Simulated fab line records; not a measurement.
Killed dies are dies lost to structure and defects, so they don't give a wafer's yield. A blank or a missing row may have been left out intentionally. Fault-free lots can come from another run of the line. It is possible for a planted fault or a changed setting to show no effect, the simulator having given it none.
A lot that was struck, set against a sound lot :: flow sky130 :: 15 out of 708 route steps
Sound: these wafers, L390.1, L390.3, L390.4. The struck wafers were L398.1, L398.4, L398.5. Last of all comes the cause.
Per side, at each step with rows, come the tool, then ch with its chambers, and then its first start. Under that, the readings that differ: sound wafers :: struck wafers :: difference of the means :: sigmas: that difference in standard deviations of wafers without a fault.
alike: same words and numbers on both sides, and readings whose means sit less than 2 such deviations apart. not compared: any withheld reading, any reading some wafer has no value for, any bound like >300 that may hide the same value, and any number with overlapping values for which the record gives no deviation.
The two part at a step that has a row with sigmas, a row that says differs or no value, or rows on one side only. Numbers that don't overlap but have no deviation are shown without sigmas and don't part them. A reading missing from all wafers of one side parts the sides only when that side holds two or more wafers.

first, 2 steps without rows for these wafers: SKY_NWELL_IMPLANT_12; SKY_NWELL_IMPLANT_13.
SKY_NWELL_STRIP_14: strips in O2/N2.
  sound on plasma-asher-02 ch 0,1, day 5 06:21; struck on plasma-asher-04 ch 0, day 7 03:33
reading: strip-time-to-endpoint-s (s)
sound: 36.93 36.84 36.91
struck: 37.15 37.16 37.08
difference: +0.24
sigmas: +2
  alike: drypump-motor-current-A, oes-product-au
  not compared: rf-hours-counter-h
SKY_NWELL_TW_MEAS_15:
  sound on film-metro-04 at day 5 06:27; struck on film-metro-04 at day 7 03:39
  alike: NWELL_TW
then, 7 steps without rows for these wafers: SKY_NWELL_DEHYDRATE_16 (time 60 s); SKY_NWELL_HMDS_17 (prime time 60 s); SKY_NWELL_COAT_18 (resist thk 3000 nm); SKY_NWELL_SOFTBAKE_19; SKY_NWELL_EXPOSE_20 (exposes mask NWM COMPLEMENT, target cd 840 nm); SKY_NWELL_PEB_21; SKY_NWELL_DEVELOP_22 (develop time 60 s).
SKY_NWELL_OVL_MEAS_23:
  sound on overlay-02 at day 5 23:46; struck on overlay-01 at day 7 23:07
  alike: NWELL_01_OVL
SKY_NWELL_IMPLANT_24:
  sound on implanter-04 ch 0, day 5 23:48; struck on implanter-01 ch 0, day 7 23:10
reading: beam-energy-keV
sound: 139.94 140.03 140.04
struck: 124.96 124.91 124.98
difference: -15.05
sigmas: -99 or more

reading: model.implant.drp-nm (nm)
sound: 95.47 95.47 95.47
struck: 91.42 91.42 91.42
difference: -4.05
sigmas: 
SKY_NWELL_STRIP_25: strips in O2/N2.
  sound on plasma-asher-02 ch 0,1, day 5 23:57; struck on plasma-asher-03 ch 0,1, day 7 23:19
  alike: drypump-motor-current-A, oes-product-au, strip-time-to-endpoint-s
  not compared: rf-hours-counter-h
-- the record jumps here: 40 days lie between the struck wafers' starts before and after (it left off in module NWELL and takes up again in module PAD_OPEN, whose first step shown is number 708 of the route) --
SKY_PAD_OPEN_PROBE_99:
  sound on prober-02 at day 46 10:56; struck on prober-02 at day 48 08:39
reading: model.etest.res-iso-pwell.rs-ohm-sq
sound: 3179 3178 3152
struck: 3895 3945 4004
difference: +778
sigmas: 

reading: model.etest.pfet_16v.r-on-ohm-um
sound: 1.543e+04 1.56e+04 1.53e+04
struck: 1.591e+04 1.571e+04 1.588e+04
difference: +3.900e+02
sigmas: 

reading: model.etest.res-iso-pwell.line-ohm-um
sound: 1188 1190 1184
struck: 1486 1538 1496
difference: +319
sigmas: 

reading: model.etest.tip_n_5v.rs-ohm-sq
sound: 1390 1400 1387
struck: 1452 1449 1464
difference: +63
sigmas: 

reading: model.etest.res-nwell.width-nm (nm)
sound: 853.3 842.9 850.3
struck: 855.2 853.8 853.9
difference: +5.5
sigmas: 

reading: model.etest.res-deep-nwell.line-ohm-um
sound: 740.5 747.9 748.5
struck: 730.6 739.5 730.7
difference: -12.0
sigmas: 
  alike: killed_at_M0_to_M3, killed_at_M4_up, killed-at-contacts, killed-at-front-end, killed-at-other, killed-dies, killed-open, killed-short
  not compared: model.etest.res-deep-nwell.rs-ohm-sq, model.etest.res-iso-pwell.width-nm

## WHERE THEY PART
Earliest at SKY_NWELL_STRIP_14; latest, in this record, at SKY_NWELL_IMPLANT_24. Later steps at which nothing parts them and some readings are alike: SKY_NWELL_STRIP_25, SKY_PAD_OPEN_PROBE_99.

WHY: what had been put in by the simulator
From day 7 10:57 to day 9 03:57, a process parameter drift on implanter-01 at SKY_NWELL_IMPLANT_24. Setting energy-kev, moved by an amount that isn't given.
